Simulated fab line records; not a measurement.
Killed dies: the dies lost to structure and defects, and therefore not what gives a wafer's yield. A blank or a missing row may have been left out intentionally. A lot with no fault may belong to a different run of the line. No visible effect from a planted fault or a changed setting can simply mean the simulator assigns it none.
Which tool is to blame? / flow gf180mcu / 13 lots (39 wafers sampled), 1 step of a 602-step route

WHAT EACH GAUGE READ, for each wafer
GF_V5_BOW_MEAS_05. Usual: for V5_BOW the level is 133 um and the standard deviation is 9.6.
lot=L681; measured=day 26 09:29; on=film_metro-04; V5_BOW (um)=131 136 142; flag=
lot=L683; measured=day 27 00:47; on=film_metro-01; V5_BOW (um)=135 128 133; flag=
lot=L684; measured=day 27 10:35; on=film_metro-02; V5_BOW (um)=133 132 134; flag=
lot=L686; measured=day 28 00:33; on=film_metro-04; V5_BOW (um)=120 123 123; flag=
lot=L690; measured=day 29 04:22; on=film_metro-01; V5_BOW (um)=132 142 132; flag=
lot=L692; measured=day 29 21:45; on=film_metro-01; V5_BOW (um)=137 144 140; flag=
lot=L697; measured=day 31 09:57; on=film_metro-02; V5_BOW (um)=123 129 118; flag=
lot=L699; measured=day 31 15:15; on=film_metro-04; V5_BOW (um)=139 139 143; flag=
lot=L700; measured=day 32 04:10; on=film_metro-01; V5_BOW (um)=131 134 123; flag=
lot=L701; measured=day 32 08:11; on=film_metro-02; V5_BOW (um)=135 132 151; flag=
lot=L702; measured=day 32 11:18; on=film_metro-04; V5_BOW (um)=133 132 141; flag=
lot=L703; measured=day 32 13:08; on=film_metro-01; V5_BOW (um)=114 134 126; flag=
lot=L704; measured=day 32 23:26; on=film_metro-04; V5_BOW (um)=150 140 144; flag=

WHICH TOOL RAN EACH LOT (tool, then ch and the chambers of the sampled wafers, then the start)
There is no process step in the record ahead of these readings.

AS READ BY THE TOOLS THEMSELVES (means over the sampled wafers that have a number; for cases with no such wafer, the mark the record gives instead)
The record holds no such reading with a usual standard deviation.

THE ANSWER, worked out from the rows above alone
Rule: take the mean of a lot's wafers that have a number; if it is more than 3 standard deviations from the usual mean, the lot is off. A lot without any number at a reading at which 4 lots or more have one is off too. Where the step has rows for the other lots, those lots are counted as sound. After the gauges, taken in route order, come the tools' own readings; for these a lot's mean is taken, as printed above. At the first step where some lot is off, the reading lying furthest off is the one used; lots without a number count as furthest.
No lot is off at any reading shown: from this, nothing can be told.

WHAT THE SIMULATOR HAD INSERTED
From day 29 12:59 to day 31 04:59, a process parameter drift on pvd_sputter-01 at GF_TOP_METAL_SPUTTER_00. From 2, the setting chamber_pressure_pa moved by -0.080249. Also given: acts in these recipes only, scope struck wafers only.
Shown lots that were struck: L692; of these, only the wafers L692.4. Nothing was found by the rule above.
